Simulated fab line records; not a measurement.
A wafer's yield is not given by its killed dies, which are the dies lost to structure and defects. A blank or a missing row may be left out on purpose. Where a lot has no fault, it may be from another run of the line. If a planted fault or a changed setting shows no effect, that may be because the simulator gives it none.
Comparing a struck lot with a sound one	flow sky130	15 steps out of a route of 708
Sound: the wafers L362.3, L362.4, L362.5. Struck: wafers L355.1, L355.6 (left out: L355.5, a lot-mate that was not struck); the cause follows at the end.
For every step that has rows: the tool of each side, followed by ch and its chambers, followed by its first start. Under that, the readings that differ: sound wafers	struck wafers	difference of the means	sigmas: that difference in standard deviations of wafers without a fault.
alike: readings whose means differ by less than 2 such deviations, and words and numbers that are the same on both sides. not compared: withheld readings, readings that some wafer has no value for, bounds like >300 that may hide the same value, and numbers for which the record gives no deviation and whose values overlap.
Wherever a step has rows on one side only, a row that says differs or no value, or a row with sigmas, the two part there. When numbers do not overlap yet have no deviation, they are printed without sigmas and do not part them. Lack of a reading on every wafer of one side parts them only where that side has two or more wafers.

first, 9 steps without rows for these wafers: SKY_CAPM_CLEAN_17 (cleans in O3/DIW); SKY_METAL3_DEHYDRATE_05 (time 60 s); SKY_METAL3_HMDS_06 (prime time 60 s); SKY_METAL3_COAT_07 (resist thk 60 nm); SKY_METAL3_COAT_08 (resist thk 1140 nm); SKY_METAL3_SOFTBAKE_09 (time 90 s); SKY_METAL3_EXPOSE_10 (exposes mask MM3, target cd 300 nm); SKY_METAL3_PEB_11; SKY_METAL3_DEVELOP_12 (develop time 60 s).
SKY_METAL3_CD_MEAS_13 targets a cd of 300 nm.
  sound on cd sem-01 at day 43 05:11; struck on cd sem-02 at day 40 15:34
  alike: cd nm
SKY_METAL3_OVL_MEAS_14:
  sound on overlay-02 at day 43 05:16; struck on overlay-02 at day 40 15:41
  alike: METAL3_OVL
SKY_METAL3_DESCUM_15: chemistry O2, time 8 s.
  sound on rie metal-04 ch 0,1, day 43 05:19; struck on rie metal-01 ch 0, day 40 15:44
  alike: drypump motor current A, he backside leak sccm, oes product au
  not compared: rf hours counter h
SKY_METAL3_ETCH_16: etches BARC in N2/H2, stops on SiO2, time 88.2 s, target depth 60 nm.
  sound on rie metal-04 ch 0,1, day 43 05:22; struck on rie metal-01 ch 0, day 40 15:46
reading	sound	struck	difference	sigmas
bias w (W)	100.13 100.19 99.66	104.65 104.89	+4.78	+16
  alike: drypump motor current A, he backside leak sccm, oes product au, throttle valve pct
  not compared: rf hours counter h, model.SiO2_of_CAPM_CVD_00.thk nm
SKY_METAL3_ETCH_17: etches SiO2 in C4F8/O2/Ar, stops on TiN, time 3.9 s, target depth 15 nm.
  sound on rie diel-01 ch 0,3, day 43 05:26; struck on rie diel-01 ch 2,3, day 40 15:52
  alike: bias w, oes product au
  not compared: rf hours counter h
then, 1 step without rows for these wafers: SKY_PAD_OPEN_PROBE_99.

== WHERE THEY PART ==
Only at SKY_METAL3_ETCH_16, within this record. Later steps at which nothing parts them and some readings are alike: SKY_METAL3_ETCH_17.

WHY: what had been put in by the simulator
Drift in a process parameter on rie metal-01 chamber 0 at SKY_METAL3_ETCH_16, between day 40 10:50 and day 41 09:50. Setting bias w, moved by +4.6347, from 100. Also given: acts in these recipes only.
